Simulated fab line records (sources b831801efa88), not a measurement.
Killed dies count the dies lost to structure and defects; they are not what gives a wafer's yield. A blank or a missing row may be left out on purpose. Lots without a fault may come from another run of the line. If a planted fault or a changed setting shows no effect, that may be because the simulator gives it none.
Which tool was responsible?	flow gf180mcu	Sampling: 14 lots, 42 wafers, 4 of 602 route steps

== WHAT THE GAUGES SHOWED, per wafer ==
GF_V5_THK_MEAS_03. Usual: V5_CVD_02_THK 1448 nm, standard deviation 20.
lot	measured	on	V5_CVD_02_THK (nm)	flag
L569	day 26 06:45	film metro-02	1480 1499 1479	
L570	day 26 20:43	film metro-03	1450 1444 1476	
L571	day 27 01:00	film metro-03	1424 1438 1462	
L572	day 27 04:27	film metro-03	1447 1440 1477	
L573	day 27 10:35	film metro-02	1408 1420 1437	
L574	day 28 00:48	film metro-04	1454 1483 1449	
L576	day 28 22:14	film metro-02	1449 1465 1476	
L575	day 28 21:08	film metro-02	1412 1441 1460	
L577	day 29 16:16	film metro-04	1443 1458 1462	
L578	day 30 01:28	film metro-03	1445 1440 1463	
L581	day 30 10:32	film metro-04	1441 1463 1445	
L586	day 31 13:41	film metro-02	1426 1474 1479	
L587	day 32 01:37	film metro-03	1417 1443 1433	
L589	day 32 16:32	film metro-02	1437 1436 1468	

GF_TOP_METAL_OVL_MEAS_15. Usual: TOP_METAL_OVL -2.3 nm, standard deviation 1.3.
lot	measured	on	TOP_METAL_OVL (nm)	flag
L569	day 28 01:28	overlay-01	-2.8 -0.7 -1.9	
L570	day 28 15:06	overlay-02	-2.0 -1.0 -1.6	
L571	day 28 19:25	overlay-02	-1.4 -2.4 -1.7	
L572	day 28 23:18	overlay-02	-2.6 -1.8 -2.8	
L573	day 29 03:36	overlay-01	-1.4 0.9 -0.6	
L574	day 29 18:41	overlay-01	-2.8 -2.8 -1.6	
L576	day 30 12:53	overlay-01	0.1 -0.8 -1.8	
L575	day 30 12:01	overlay-02	-1.2 -1.3 -2.9	
L577	day 31 06:27	overlay-02	-2.3 -2.2 -3.3	
L578	day 31 15:25	overlay-01	-2.0 -1.4 0.0	
L581	day 32 00:32	overlay-01	-1.1 -0.9 -1.7	
L586	day 33 01:06	overlay-02	-2.4 -1.4 -2.2	
L587	day 33 12:01	overlay-01	-3.2 -3.1 -3.5	
L589	day 34 02:15	overlay-02	-5.2 -4.1 -3.5	

== EACH LOT AND THE TOOL THAT RAN IT (in order: tool; ch and the chambers of the sampled wafers; start) ==
lot	GF_DNWELL_DEVELOP_06	GF_V4_SPUTTER_22
L569	litho track-04 ch 0, day 3 00:00	pvd sputter-03, day 24 10:19
L570	litho track-01 ch 0, day 3 06:00	pvd sputter-02, day 24 23:12
L571	litho track-01 ch 0, day 3 10:00	pvd sputter-04, day 25 03:58
L572	litho track-03 ch 0, day 3 15:00	pvd sputter-03, day 25 09:13
L573	litho track-01 ch 0, day 3 20:00	pvd sputter-02, day 25 14:43
L574	litho track-03 ch 0, day 4 03:00	pvd sputter-04, day 26 04:37
L576	litho track-03 ch 0, day 4 14:00	pvd sputter-03, day 27 03:39
L575	litho track-03 ch 0, day 4 15:00	pvd sputter-04, day 27 01:59
L577	litho track-01 ch 0, day 5 01:00	pvd sputter-04, day 27 23:36
L578	litho track-01 ch 0, day 5 10:00	pvd sputter-02, day 28 09:01
L581	litho track-01 ch 0, day 5 20:00	pvd sputter-02, day 28 19:03
L586	litho track-01 ch 0, day 6 20:00	pvd sputter-03, day 29 23:43
L587	litho track-04 ch 0, day 7 05:00	pvd sputter-04, day 30 12:37
L589	litho track-04 ch 0, day 7 19:00	pvd sputter-02, day 31 03:58
- GF_DNWELL_DEVELOP_06: develop time 60 s.
- GF_V4_SPUTTER_22: material TiN, target thk 10 nm, time 40 s.

== WHAT THE TOOLS THEMSELVES READ (means of the sampled wafers that have a number; where no wafer has one, the mark that the record gives instead) ==
GF_V4_SPUTTER_22. Usual: throttle valve pct reads 29.6 % (standard deviation 1.2).
lot	tool	throttle valve pct (%)	flag
L569	pvd sputter-03	29.4	
L570	pvd sputter-02	29.5	
L571	pvd sputter-04	30.7	
L572	pvd sputter-03	29.8	
L573	pvd sputter-02	28.5	
L574	pvd sputter-04	30.4	
L576	pvd sputter-03	28.9	
L575	pvd sputter-04	29.7	
L577	pvd sputter-04	31.0	
L578	pvd sputter-02	29.8	
L581	pvd sputter-02	29.1	
L586	pvd sputter-03	28.2	
L587	pvd sputter-04	30.7	
L589	pvd sputter-02	29.3	

== THE ANSWER, worked out from the rows above alone ==
Rule: lot off if the mean of its wafers having a number is beyond 3 standard deviations from the usual mean. Also off: a lot with no number at a reading for which 4 or more lots have one. Where the step has rows for the other lots, those lots are counted as sound. Order of review: gauges by route order, followed by the tools' own readings, for which a lot's mean as printed above is used. The first step at which some lot is off is used, and at that step the reading that is off furthest; a lot without a number counts as furthest.
No lot is off at any reading shown: from this, nothing can be told.

== WHAT THE SIMULATOR PUT IN ==
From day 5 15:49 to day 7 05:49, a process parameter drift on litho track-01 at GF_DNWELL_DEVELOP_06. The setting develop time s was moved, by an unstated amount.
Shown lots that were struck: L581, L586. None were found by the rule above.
